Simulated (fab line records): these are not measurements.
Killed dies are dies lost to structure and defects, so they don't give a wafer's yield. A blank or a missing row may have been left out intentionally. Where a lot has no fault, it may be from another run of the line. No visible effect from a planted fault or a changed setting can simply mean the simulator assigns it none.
Matching of chambers :: flow gf180mcu :: GF_V4_CMP_04 on cmp-02 has 4 sister chambers
The step polishes SiO2. 4 wafers are shown with their chamber, then 11 later ones without.

## WAFERS WITH THEIR CHAMBER
wafer: L401.6
chamber: 1
motor_current_A (A): 11.8

wafer: L407.3
chamber: 2
motor_current_A (A): 9.4

wafer: L407.4
chamber: 0
motor_current_A (A): 11.7

wafer: L408.1
chamber: 3
motor_current_A (A): 11.6

## WAFERS WITHOUT THEIR CHAMBER
wafer: L408.2
motor_current_A (A): 9.8

wafer: L408.4
motor_current_A (A): 11.8

wafer: L412.1
motor_current_A (A): 9.7

wafer: L412.3
motor_current_A (A): 11.7

wafer: L412.4
motor_current_A (A): 11.4

wafer: L416.1
motor_current_A (A): 11.9

wafer: L416.5
motor_current_A (A): 11.5

wafer: L416.6
motor_current_A (A): 10.2

wafer: L419.1
motor_current_A (A): 11.0

wafer: L419.3
motor_current_A (A): 11.7

wafer: L419.4
motor_current_A (A): 10.8

## WHICH CHAMBER EACH WENT THROUGH
wafer: L408.2
from the rows above: 2
in truth: 2

wafer: L408.4
from the rows above: can't be placed: 1 or 0 or 3
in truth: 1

wafer: L412.1
from the rows above: 2
in truth: 2

wafer: L412.3
from the rows above: can't be placed: 0 or 3 or 1
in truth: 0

wafer: L412.4
from the rows above: can't be placed: 3 or 0 or 1
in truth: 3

wafer: L416.1
from the rows above: can't be placed: 1 or 0 or 3
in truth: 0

wafer: L416.5
from the rows above: can't be placed: 3 or 0 or 1
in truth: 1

wafer: L416.6
from the rows above: can't be placed: 2 or 3 or 0 or 1
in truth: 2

wafer: L419.1
from the rows above: can't be placed: 3 or 0 or 1
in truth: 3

wafer: L419.3
from the rows above: can't be placed: 0 or 3 or 1
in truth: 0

wafer: L419.4
from the rows above: can't be placed: 3 or 0 or 1 or 2
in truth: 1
Correctly placed: 2 of 11. From these rows, 9 cannot be placed; in 9 the true chamber is one of the candidates. Placed wrongly: 0.
How it was worked out, from the rows above alone: a wafer's distance from a chamber is the root of the sum, over the readings, of the square of ((its reading less the chamber's mean) divided by the reading's scatter). If the next closest chamber is less than 2 further off than the closest, the wafer can't be placed; otherwise it belongs to the closest. A chamber's mean is the mean of its shown wafers. The scatter: with one shown wafer a chamber, the root of the mean of the squares of how far each hidden wafer lies from its nearest shown one.
